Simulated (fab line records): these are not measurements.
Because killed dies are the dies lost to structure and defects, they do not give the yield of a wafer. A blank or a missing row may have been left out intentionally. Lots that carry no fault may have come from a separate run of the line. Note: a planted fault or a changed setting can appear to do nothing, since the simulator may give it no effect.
Comparing a struck lot with a sound one + flow sky130 + 34 out of 708 route steps
Sound: wafers L478.1, L478.2, L478.5. Struck: wafer L481.1. (L481.2, L481.6 of the same lot were not struck and are left out.) The cause comes at the end.
Order at every step that has rows: each side's tool, ch and its chambers, its first start. Under that, the readings that differ: sound wafers + struck wafers + difference of the means + sigmas: that difference in standard deviations of wafers without a fault.
alike: words and numbers the same on both sides, and readings whose means are apart by under 2 such deviations; not compared: readings that were withheld, readings missing a value for some wafer, numbers with overlapping values and no deviation given by the record, and bounds like >300 which may hide the same value.
A row with sigmas, a row that says differs or no value, or rows on one side alone: a step with any of these is where the two part. Non-overlapping numbers with no deviation appear without sigmas and do not part them. A reading missing from all wafers of one side parts the sides only when that side holds two or more wafers.

first, 10 steps without rows for these wafers: SKY_VIA1_EXPOSE_09 (exposes mask VIM, target cd 150 nm); SKY_VIA1_PEB_10; SKY_VIA1_DEVELOP_11 (develop time 60 s); SKY_VIA1_ETCH_14 (etches BARC in N2/H2, stops on SiO2, time 45.9 s, target depth 60 nm); SKY_VIA1_ETCH_15 (etches SiO2 in C4F8/O2/Ar, stops on TiN, target depth 351 nm, time 54 s); SKY_VIA1_STRIP_16 (strips in O2/N2); SKY_VIA1_STRIP_17 (strips in post etch residue remover, time 1200 s); SKY_VIA1_CLEAN_18 (cleans in IPA, time 180 s); SKY_VIA1_CLEAN_19 (cleans in O3/DIW); SKY_VIA1_SPUTTER_20 (material TiN, target thk 20 nm, time 80 s).
SKY_VIA1_CVD_21: deposits W, target thk 270 nm, time 80.902 s.
  sound on cvd-w-01 ch 0,1, day 34 16:16; struck on cvd-w-01 ch 0, day 35 06:29
  alike: heater-power-outer-w, heater-power-w
then, 22 steps without rows for these wafers: SKY_VIA1_CMP_24 (polishes, stops on SiO2, t overpolish 15 s, target thk 0 nm); SKY_METAL2_SPUTTER_00 (material Ti, target thk 15 nm, time 10 s); SKY_METAL2_SPUTTER_01 (material TiN, target thk 20 nm, time 16.7 s); SKY_METAL2_SPUTTER_02 (material AlCu, target thk 250 nm, time 13.3 s); SKY_METAL2_SPUTTER_03 (material Ti, target thk 5 nm, time 3.3 s); SKY_METAL2_SPUTTER_04 (material TiN, target thk 70 nm, time 58.3 s); SKY_METAL2_DEHYDRATE_07 (time 60 s); SKY_METAL2_HMDS_08 (prime time 60 s); SKY_METAL2_COAT_09 (resist thk 60 nm); SKY_METAL2_COAT_10 (resist thk 450 nm); SKY_METAL2_SOFTBAKE_11 (time 90 s); SKY_METAL2_EXPOSE_12 (exposes mask MM2, target cd 140 nm); SKY_METAL2_PEB_13; SKY_METAL2_DEVELOP_14 (develop time 58.2 s); SKY_METAL2_DESCUM_17 (chemistry O2, time 8 s); SKY_METAL2_ETCH_18 (etches BARC in N2/H2, stops on SiO2, time 45.9 s, target depth 60 nm); SKY_METAL2_METAL_ETCH_19 (etches the open film in Cl2/BCl3, stops on SiO2, target depth 360 nm, time 78 s); SKY_METAL2_STRIP_20 (strips in O2/N2); SKY_METAL2_STRIP_21 (strips in post etch residue remover, time 1200 s); SKY_METAL2_CLEAN_22 (cleans in IPA, time 180 s); SKY_METAL2_CLEAN_23 (cleans in O3/DIW); SKY_VIA2_HDPCVD_00 (deposits SiO2, target thk 1180 nm, time 196.7 s).
-- the record jumps here: 12 days lie between the struck wafers' starts before and after (it left off in module VIA2 and takes up again in module PAD_OPEN, whose first step shown is number 708 of the route) --
SKY_PAD_OPEN_PROBE_99:
  sound: prober-01 at day 46 10:55; struck: prober-02 at day 46 18:56
| reading                               | sound                | struck | difference | sigmas |
|---------------------------------------|----------------------|--------|------------|--------|
| defect-limited-yield (%)              | 82.7 77.6 82.7       | 73.6   | -7.4       | -4     |
| killed_at_M0_to_M3                    | 46 52 36             | 87     | +42        | +6     |
| killed-at-contacts                    | 26 37 27             | 17     | -13        | -2     |
| killed-dies                           | 85 110 85            | 130    | +37        | +4     |
| sort_bin_3_pad_short (%)              | 0.6 0.6 0.6          | 2.8    | +2.2       | +5     |
| sort_bin_5_function (%)               | 9.8 13.2 11.2        | 15.9   | +4.5       | +3     |
| sort-n-pass                           | 407 382 407          | 362    | -37        | -4     |
| sort-yield-pct (%)                    | 82.7 77.6 82.7       | 73.6   | -7.4       | -4     |
| model.etest.tester.sort-n-pass        | 407 382 407          | 362    | -37        |        |
| model.etest.tester.sort-yield-pct (%) | 82.72 77.64 82.72    | 73.58  | -7.45      |        |
| model.etest.tester.sort_bin_5_pct (%) | 9.756 13.21 11.18    | 15.85  | +4.47      |        |
| model.etest.tester.sort_bin_3_pct (%) | 0.6098 0.6098 0.6098 | 2.846  | +2.236     |        |
  alike: killed_at_M4_up, killed-at-front-end, killed-at-other, killed-open, killed-short, sort_bin_6_memory

## WHERE THEY PART
SKY_PAD_OPEN_PROBE_99 only, going by this record.

WHY: whatever the simulator had introduced
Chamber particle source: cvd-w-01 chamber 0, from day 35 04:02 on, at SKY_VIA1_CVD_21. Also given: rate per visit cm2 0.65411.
